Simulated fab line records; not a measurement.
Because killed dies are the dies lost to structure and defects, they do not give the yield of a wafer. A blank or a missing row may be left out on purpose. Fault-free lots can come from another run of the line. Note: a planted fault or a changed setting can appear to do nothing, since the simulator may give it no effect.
A single fault, viewed from 2 desks ; flow gf180mcu ; every desk sees just its own numbers, and what lay behind them comes last

## FROM THE METROLOGY DESK
What the gauges read, lot by lot, whatever tool the lot ran on: means of the sampled wafers that have a number. The brackets show how far a lot's mean lies from the usual mean; more than 4 standard deviations puts the lot out of limits, marked OUT.
Columns: A = V4_BOW at GF_V4_BOW_MEAS_05, usual 138 um; B = cd_nm at GF_V4_CD_MEAS_14, usual 260.4 nm; C = MIM_ALCU_RS at GF_MIM_RS_MEAS_10, usual 0.1615 ohm/sq
lot;first seen here;A;B;C
L277;day 23 19:33;136;258.7;0.1622
L278;day 24 00:55;124;261.5;0.1643
L279;day 24 13:39;140;259.2;0.1611
L284;day 25 22:53;132;260.7;0.1618
L287;day 27 02:29;130;258.6;0.1636
L290;day 28 04:23;150;258.3;0.1614
L292;day 28 21:48;140;260.1;0.1593
L293;day 29 03:01;144;263.6;0.1595
L294;day 29 08:55;126;262.0;0.1594
L295;day 29 15:26;130;260.4;0.1624
L297;day 30 03:23;127;260.0;0.1631
L298;day 30 08:19;138;262.0;0.1620
This desk's finding: nothing out of limits on any of the 12 lots.

## FOR THE TOOL OWNER'S DESK: pvd_sputter-02
At GF_MIM_SPUTTER_09 (material TiN, target thk 35 nm, time 29.2 s) the tool's own readings: per lot run on this tool, the mean of the sampled wafers that have a number. The brackets show how far a lot's mean lies from the usual mean; more than 4 standard deviations puts the lot out of limits, marked OUT.
Columns: A = throttle_valve_pct at GF_MIM_SPUTTER_09, usual 30.1 %
lot;first seen here;A
L278;day 25 00:55;29.5
L279;day 25 13:02;30.2
L287;day 28 00:28;30.3
This desk's finding: nothing out of limits on any of the 3 lots.

## TAKEN TOGETHER
The metrology desk saw nothing out of limits.
The desk of the tool owner found nothing out of limits.

## WHAT THE SIMULATOR HAD INSERTED
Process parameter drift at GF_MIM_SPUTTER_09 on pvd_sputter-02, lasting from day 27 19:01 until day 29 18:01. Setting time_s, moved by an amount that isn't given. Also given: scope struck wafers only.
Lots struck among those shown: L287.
